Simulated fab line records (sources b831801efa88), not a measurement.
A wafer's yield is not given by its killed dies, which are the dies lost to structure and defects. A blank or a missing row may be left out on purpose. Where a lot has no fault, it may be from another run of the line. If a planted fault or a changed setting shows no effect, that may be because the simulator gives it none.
Chamber matching | flow gf180mcu | cmp-01 running GF_STI_CMP_25: 4 sister chambers
The step polishes, stops on Si3N4, t overpolish 33 s, target thk 524.6 nm. 20 wafers are shown with their chamber, then 10 later ones without.

EACH WAFER AND ITS CHAMBER
wafer  | chamber | motor current A (A) | time to endpoint s (s) | slurry filter dp kPa (kPa)
L837.2 | 3       | 14.5                | 121                    | 13.50
L837.4 | 0       | 11.0                | 129                    | 13.66
L837.5 | 1       | 10.9                | 118                    | 13.37
L838.1 | 0       | 10.8                | 126                    | 13.53
L838.3 | 2       | 10.7                | 124                    | 13.76
L838.4 | 3       | 14.5                | 120                    | 13.36
L839.1 | 2       | 10.1                | 125                    | 13.65
L839.3 | 3       | 13.9                | 123                    | 13.47
L839.6 | 1       | 10.3                | 118                    | 13.48
L840.1 | 1       | 10.9                | 119                    | 13.26
L840.2 | 2       | 10.2                | 120                    | 13.39
L840.5 | 3       | 14.5                | 124                    | 13.57
L841.1 | 3       | 13.8                | 120                    | 13.74
L841.2 | 2       | 10.7                | 119                    | 13.55
L841.6 | 2       | 10.6                | 124                    | 13.40
L842.3 | 2       | 9.9                 | 117                    | 13.49
L842.4 | 0       | 11.1                | 122                    | 13.46
L842.6 | 2       | 9.6                 | 116                    | 13.29
L847.1 | 0       | 11.3                | 123                    | 13.60
L847.3 | 3       | 14.3                | 117                    | 13.40

SIGNATURES (means of the wafers above)
reading              | chamber 0 | chamber 1 | chamber 2 | chamber 3 | scatter within a chamber
motor current A      | 11.050    | 10.700    | 10.257    | 14.250    | 0.352
time to endpoint s   | 125.00    | 118.33    | 120.71    | 120.83    | 2.97
slurry filter dp kPa | 13.5625   | 13.3700   | 13.5043   | 13.5067   | 0.137
Rule: for each reading, subtract the chamber's mean from the wafer's reading, divide by that reading's scatter and square the result; add these up over the readings and take the root, which gives the wafer's distance from the chamber. If the next closest chamber is less than 2 further off than the closest, the wafer can't be placed; otherwise it belongs to the closest. The scatter: the root of (the sum of the squares of (reading less its chamber's mean) over the shown wafers, divided by (wafers less chambers)).

WAFERS WITHOUT THEIR CHAMBER
wafer  | motor current A (A) | time to endpoint s (s) | slurry filter dp kPa (kPa)
L847.4 | 9.8                 | 120                    | 13.63
L848.1 | 14.2                | 122                    | 13.41
L848.3 | 11.1                | 125                    | 13.38
L848.5 | 10.6                | 117                    | 13.49
L850.2 | 11.4                | 121                    | 13.62
L850.3 | 11.3                | 114                    | 13.52
L850.5 | 11.3                | 124                    | 13.61
L851.1 | 12.0                | 130                    | 13.61
L851.4 | 11.5                | 126                    | 13.55
L851.6 | 14.4                | 125                    | 13.48

EACH ONE'S CHAMBER
wafer  | from the rows above          | in truth
L847.4 | can't be placed: 2 or 1      | 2
L848.1 | 3                            | 3
L848.3 | can't be placed: 0 or 1 or 2 | 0
L848.5 | can't be placed: 1 or 2      | 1
L850.2 | can't be placed: 0 or 1 or 2 | 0
L850.3 | can't be placed: 1 or 2 or 0 | 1
L850.5 | 0                            | 0
L851.1 | 0                            | 0
L851.4 | 0                            | 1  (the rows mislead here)
L851.6 | 3                            | 3
Correct placement for 4 of the 10. Not placeable from these rows: 5 (in 5, the candidates include the true chamber). 1 placed wrongly.
